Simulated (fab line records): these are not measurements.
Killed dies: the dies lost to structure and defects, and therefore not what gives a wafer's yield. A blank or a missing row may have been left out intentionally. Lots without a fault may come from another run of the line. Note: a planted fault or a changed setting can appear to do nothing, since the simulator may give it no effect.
Struck lot and sound lot, side by side | flow sky130 | 38 steps out of a route of 708
Sound: these wafers, L764.2, L764.5, L764.6. Wafers L769.1, L769.5, L769.6 were the ones struck. The cause is given at the end.
Per side, at each step with rows, come the tool, then ch with its chambers, and then its first start. Under that, the readings that differ: sound wafers | struck wafers | difference of the means | sigmas: that difference in standard deviations of wafers without a fault.
alike: same words and numbers on both sides, and readings whose means sit less than 2 such deviations apart. not compared: any withheld reading, any reading some wafer has no value for, any bound like >300 that may hide the same value, and any number with overlapping values for which the record gives no deviation.
The two part at a step that has a row with sigmas, a row that says differs or no value, or rows on one side only. Non-overlapping numbers with no deviation appear without sigmas and do not part them. A reading missing from all wafers of one side parts the sides only when that side holds two or more wafers.

first, 10 steps without rows for these wafers: SKY_FIELD_ISO_STRIP_16 (strips in O2/N2); SKY_FIELD_ISO_ETCH_17 (etches Si in HBr/Cl2/O2, target depth 342 nm, time 97.7 s); SKY_FIELD_ISO_WET_ETCH_18 (etches Si3N4 in H3PO4, target depth 25 nm, time 286 s); SKY_FIELD_ISO_CLEAN_19 (cleans in SC1/SC2, time 150 s); SKY_FIELD_ISO_CLEAN_20 (cleans in dHF, time 20 s); SKY_FIELD_ISO_WET_ETCH_21 (etches SiO2 in dHF, target depth 20 nm, time 400 s); SKY_FIELD_ISO_OXIDATION_22 (stabilise 600 s, purge 300 s, target thk 10 nm); SKY_FIELD_ISO_CVD_24 (deposits SiO2, target thk 595 nm, time 99.2 s); SKY_FIELD_ISO_ANNEAL_26 (time 1800 s); SKY_FIELD_ISO_CMP_27 (polishes, stops on Si3N4, t overpolish 16 s, target thk 457.8 nm).
SKY_FIELD_ISO_WET_ETCH_28: etches SiO2 in dHF, target depth 23.7 nm, time 47 s.
  sound on wetBench-01 ch 0, day 3 13:37; struck on wetBench-01 ch 1, day 4 15:05
reading                                   | sound           | struck            | difference | sigmas
runLengthS (s)                            | 74.0 74.0 74.0  | 133.1 133.1 133.1 | +59.1      | +20
model.SiO2_of_FIELD_ISO_CVD_24.thkNm (nm) | 436.3 433.4 435 | 400.7 401.9 401.8 | -33.4      | 
  not compared: model.Si3N4_of_FIELD_ISO_CVD_03.thkNm
then, 25 steps without rows for these wafers: SKY_FIELD_ISO_WET_ETCH_29 (etches Si3N4 in H3PO4, target depth 160 nm, time 1825 s); SKY_FIELD_ISO_WET_ETCH_30 (etches SiO2 in dHF, target depth 25 nm, time 50 s); SKY_NWELL_CLEAN_00 (cleans in SC1/SC2, time 150 s); SKY_NWELL_OXIDATION_01 (stabilise 600 s, purge 300 s, target thk 10 nm); SKY_DNWELL_DEHYDRATE_00 (time 60 s); SKY_DNWELL_HMDS_01 (prime time 60 s); SKY_DNWELL_COAT_02 (resist thk 3000 nm); SKY_DNWELL_SOFTBAKE_03; SKY_DNWELL_EXPOSE_04 (exposes mask DNM, target cd 3000 nm); SKY_DNWELL_PEB_05; SKY_DNWELL_DEVELOP_06 (develop time 60 s); SKY_DNWELL_IMPLANT_07; SKY_DNWELL_STRIP_08 (strips in O2/N2); SKY_PWDE_DEHYDRATE_00 (time 60 s); SKY_PWDE_HMDS_01 (prime time 60 s); SKY_PWDE_COAT_02 (resist thk 3000 nm); SKY_PWDE_SOFTBAKE_03; SKY_PWDE_EXPOSE_04 (exposes mask PWDEM, target cd 840 nm); SKY_PWDE_PEB_05; SKY_PWDE_DEVELOP_06 (develop time 60 s); SKY_PWDE_IMPLANT_08; SKY_PWDE_STRIP_09 (strips in O2/N2); SKY_NWELL_DEHYDRATE_03 (time 60 s); SKY_NWELL_HMDS_04 (prime time 60 s); SKY_NWELL_COAT_05 (resist thk 3000 nm).
-- the record jumps here: 27 days lie between the struck wafers' starts before and after (it left off in module NWELL and takes up again in module SALICIDE, whose first step shown is number 361 of the route) --
SKY_SALICIDE_CLEAN_00: cleans in HF-last, time 30 s.
  sound on wetBench-03 ch 3, day 29 21:08; struck on wetBench-02 ch 2, day 31 20:02
reading                                   | sound             | struck            | difference | sigmas
model.SiO2_of_FIELD_ISO_CVD_24.thkNm (nm) | 361.3 358.2 359.8 | 325.8 326.8 326.7 | -33.3      | 
-- the record jumps here: 17 days lie between the struck wafers' starts before and after (it left off in module SALICIDE and takes up again in module PAD_OPEN, whose first step shown is number 708 of the route) --
SKY_PAD_OPEN_PROBE_99:
  sound: prober-01 at day 47 07:21; struck: prober-02 at day 48 14:46
reading                               | sound                         | struck            | difference | sigmas
model.etest.res_p_drift_20v.lineOhmUm | 1.232e+04 1.129e+04 1.103e+04 | 9686 9392 9292    | -2090      | 
model.etest.res_p_drift_20v.rsOhmSq   | 1.01e+04 9318 8985            | 7973 7799 7794    | -1612      | 
model.etest.resIsoPwell.rsOhmSq       | 3460 3137 3008                | 2688 2588 2580    | -583       | 
model.etest.resIsoPwell.lineOhmUm     | 1303 1190 1126                | 1008 1002 989.2   | -207       | 
model.etest.resNwell.lineOhmUm        | 1086 1052 1059                | 1050 1028 1033    | -29        | 
model.etest.resNwell.rsOhmSq          | 918.5 884.3 871.4             | 869.3 849.9 854.9 | -33.4      | 
model.etest.capLiToPoly.cAfUm2        | 98.9 96.54 97.77              | 95.29 92.05 93.62 | -4.08      | 
  alike: killed_at_M0_to_M3, killed_at_M4_up, killedAtContacts, killedAtFrontEnd, killedAtOther, killedDies, killedOpen, killedShort
  not compared: model.etest.pfet_16v.rOnOhmUm

## WHERE THEY PART
Within this record, at SKY_FIELD_ISO_WET_ETCH_28 only. Later steps at which nothing parts them and some readings are alike: SKY_PAD_OPEN_PROBE_99.

WHY: what had been put in by the simulator
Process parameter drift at SKY_FIELD_ISO_WET_ETCH_28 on wetBench-01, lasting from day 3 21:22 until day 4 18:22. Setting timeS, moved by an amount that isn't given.
